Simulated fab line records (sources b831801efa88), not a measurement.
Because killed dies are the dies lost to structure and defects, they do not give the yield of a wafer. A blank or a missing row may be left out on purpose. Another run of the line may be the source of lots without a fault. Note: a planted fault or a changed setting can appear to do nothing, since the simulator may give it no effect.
fab line records ; flow sky130
record lots=6; wafers=18; last_day=50
route steps=708 shown FIELD_ISO@1
lots with no fault: from the same line, run without faults
start_h: the number of hours between the record's first day and the start of the first shown wafer of the lot ; wait_h: hours from the lot's prior step to this one ; " unchanged from the row above ; L1.1+2: a single row standing in for several wafers ; - value missing, or start not given ; * or withheld: withheld ; < > ~ a bound
route shown NAME@n: names a module that has steps shown in the file, with the first one's number in the route ; usual: mean/standard deviation taken from wafers without a fault ; same: alike in all rows ; chamber/n: place in a boat ; sites: readings site by site ; _std_site: how widely they spread, as a standard deviation ; _edge_site: the outer-site mean with the inner-site mean subtracted ; radius_mm: for every site, how far away it sits from the centre of the wafer ; mask NAME#n: copy n ; behind: the tool/chamber that last shaped the wafer ; hold: why the lot went on hold/how many hours it stayed there/how the hold came to an end ; device: transistor that didn't switch, given as n, p or np ; end of line: tests run on the same wafers once the route is complete ; a step without rows: its recipe alone ; killed: count of dies lost to structure and defects at first sort (not the wafer's yield) ; map: shows each die of a wafer: x if killed, . if not, _ if none is there
set.NAME: the setting that was run; set.NAME@STEP: the one run at that earlier step ; model.NAME: the simulator's own value behind a step, which no gauge read
lots seen at some steps along the route; tables by step, rows by wafer
## steps
# step SKY_FIELD_ISO_BOW_MEAS_00
# recipe mode=bow
# usual INCOMING_BOW=0/5.8
lot.wafer;tool;chamber;start_h;wait_h;INCOMING_BOW[um]
L789.1;film_metro-04;-;40.00;-;-5
L789.2;film_metro-04;-;40.00;-;-6
L789.4;film_metro-04;-;40.00;-;-7
L790.2;film_metro-02;-;45.02;-;-6
L790.4;film_metro-02;-;45.02;-;-2
L790.6;film_metro-02;-;45.02;-;4
L799.3;film_metro-04;-;90.04;-;-8
L799.4;film_metro-04;-;90.04;-;-8
L799.6;film_metro-04;-;90.04;-;-3
L800.3;film_metro-02;-;95.04;-;-4
L800.4;film_metro-02;-;95.04;-;-8
L800.6;film_metro-02;-;95.04;-;-2
L803.1;film_metro-02;-;110.00;-;-9
L803.2;film_metro-02;-;110.00;-;-11
L803.5;film_metro-02;-;110.00;-;-2
L805.4;film_metro-04;-;120.06;-;-1
L805.5;film_metro-04;-;120.06;-;3
L805.6;film_metro-04;-;120.06;-;-7
# step SKY_FIELD_ISO_OXIDATION_01
# recipe temp_c=900; ambient=O2; stabilise_s=600; purge_s=300; target_thk_a=120; ox_time_s=1843
# step SKY_FIELD_ISO_THK_MEAS_02
# recipe reads=SiO2_of_FIELD_ISO_OXIDATION_01
# usual FIELD_ISO_OXIDATION_00_THK=11.89/0.28
lot.wafer;tool;chamber;start_h;wait_h;FIELD_ISO_OXIDATION_00_THK[nm]
L789.1;film_metro-01;-;41.63;0.0;11.78
L789.2;film_metro-01;-;41.63;0.0;11.97
L789.4;film_metro-01;-;41.63;0.0;11.84
L790.2;film_metro-02;-;46.64;0.0;11.53
L790.4;film_metro-02;-;46.64;0.0;11.41
L790.6;film_metro-02;-;46.64;0.0;11.46
L799.3;film_metro-02;-;92.06;0.0;11.91
L799.4;film_metro-02;-;92.06;0.0;12.12
L799.6;film_metro-02;-;92.06;0.0;12.03
L800.3;film_metro-02;-;96.74;0.1;12.27
L800.4;film_metro-02;-;96.74;0.1;12.37
L800.6;film_metro-02;-;96.74;0.1;12.40
L803.1;film_metro-04;-;112.81;0.0;12.33
L803.2;film_metro-04;-;112.81;0.0;12.25
L803.5;film_metro-04;-;112.81;0.0;12.32
L805.4;film_metro-01;-;121.98;0.0;12.22
L805.5;film_metro-01;-;121.98;0.0;12.19
L805.6;film_metro-01;-;121.98;0.0;12.11
# step SKY_FIELD_ISO_CVD_03
# recipe material=Si3N4; precursor=DCS/NH3; target_thk_nm=165; temp_c=770; time_s=2830; pressure_mtorr=250
# step SKY_FIELD_ISO_THK_MEAS_04
# recipe reads=Si3N4_of_FIELD_ISO_CVD_03
# usual FIELD_ISO_CVD_03_THK=163.6/1.4
lot.wafer;tool;chamber;start_h;wait_h;FIELD_ISO_CVD_03_THK[nm]
L789.1;film_metro-04;-;43.48;0.0;164.9
L789.2;film_metro-04;-;43.48;0.0;164.0
L789.4;film_metro-04;-;43.48;0.0;164.8
L790.2;film_metro-04;-;48.49;0.0;166.0
L790.4;film_metro-04;-;48.49;0.0;165.9
L790.6;film_metro-04;-;48.49;0.0;167.0
L799.3;film_metro-02;-;94.19;0.0;163.4
L799.4;film_metro-02;-;94.19;0.0;163.6
L799.6;film_metro-02;-;94.19;0.0;163.7
L800.3;film_metro-04;-;98.58;0.0;162.2
L800.4;film_metro-04;-;98.58;0.0;163.4
L800.6;film_metro-04;-;98.58;0.0;162.4
L803.1;film_metro-02;-;114.66;0.0;164.7
L803.2;film_metro-02;-;114.66;0.0;165.2
L803.5;film_metro-02;-;114.66;0.0;166.4
L805.4;film_metro-02;-;123.83;0.0;162.7
L805.5;film_metro-02;-;123.83;0.0;163.3
L805.6;film_metro-02;-;123.83;0.0;163.9
# step SKY_FIELD_ISO_DEHYDRATE_05
# recipe temp_c=200; time_s=60
# step SKY_FIELD_ISO_HMDS_06
# recipe prime_time_s=60; prime_temp_c=120
# step SKY_FIELD_ISO_COAT_07
# recipe resist=BARC; temp_c=withheld; time_s=withheld; spin_rpm=3000; resist_thk_nm=60
# step SKY_FIELD_ISO_COAT_08
# recipe resist=KrF-thick; spin_rpm=3000; resist_thk_nm=450
# step SKY_FIELD_ISO_SOFTBAKE_09
# recipe temp_c=100; time_s=90; resist=KrF-thick
# step SKY_FIELD_ISO_EXPOSE_10
# recipe mask_id=FOM; na=0.68; source_shape=annular; sigma_inner=0.4; sigma_outer=0.8; target_cd_nm=150; dose_mj=28
# step SKY_FIELD_ISO_PEB_11
# recipe peb_temp_c=withheld; peb_time_s=withheld; resist=KrF-thick
# usual chill_plate_temp_C=*; exhaust_pa=45.1/0.99
lot.wafer;tool;chamber;start_h;wait_h;chill_plate_temp_C;exhaust_pa
L789.1;litho_track-04;0;58;-;*;44.4
L789.2;litho_track-04;0;58;-;*;45.1
L789.4;litho_track-04;0;58;-;*;43.2
L790.2;litho_track-01;0;64;-;*;43.2
L790.4;litho_track-01;0;64;-;*;42.5
L790.6;litho_track-01;0;64;-;*;44.7
L799.3;litho_track-01;-;112;-;-;-
L799.4;litho_track-01;-;112;-;-;-
L799.6;litho_track-01;-;112;-;-;-
L800.3;litho_track-03;-;115;-;-;-
L800.4;litho_track-03;-;115;-;-;-
L800.6;litho_track-03;-;115;-;-;-
L803.1;litho_track-04;0;133;-;*;44.2
L803.2;litho_track-04;0;133;-;*;45.0
L803.5;litho_track-04;0;133;-;*;45.8
L805.4;litho_track-03;0;143;-;*;45.8
L805.5;litho_track-03;0;143;-;*;44.9
L805.6;litho_track-03;0;143;-;*;46.3
# step SKY_FIELD_ISO_DEVELOP_12
# recipe develop_time_s=60; resist=KrF-thick; dev_temp_c=21
## key
first_sign step=SKY_FIELD_ISO_PEB_11; reading=tool_record; direction=missing
effect none on later readings
met_at SKY_FIELD_ISO_PEB_11
struck_wafers L799.3,L799.4,L799.6,L800.3,L800.4,L800.6
later_rows_left_out L799.3,L799.4,L799.6,L800.3,L800.4,L800.6
sort_left_out L799.3,L799.4,L799.6,L800.3,L800.4,L800.6
tester_left_out L799,L800
onset_between 64 112
fault kind=skipped_step_whole; tool=litho_track-01,litho_track-03; chamber=-; onset_h=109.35; steps=SKY_FIELD_ISO_PEB_11; scope=struck_lots_only
# tester_left_out: of these lots the tester's yield and bins aren't shown, on N5 and GAA mostly nor the transistor test; their killed dies are dies lost to structure and defects alone, not to doping, threshold or leakage, so they don't give the yield
# sort_left_out: the simulated sort isn't trusted on such a fault, so these wafers' sort isn't shown, and their yield isn't known
# later_rows_left_out: the simulator's readings of these wafers behind a module that went badly wrong aren't trusted and aren't shown, but for the sort
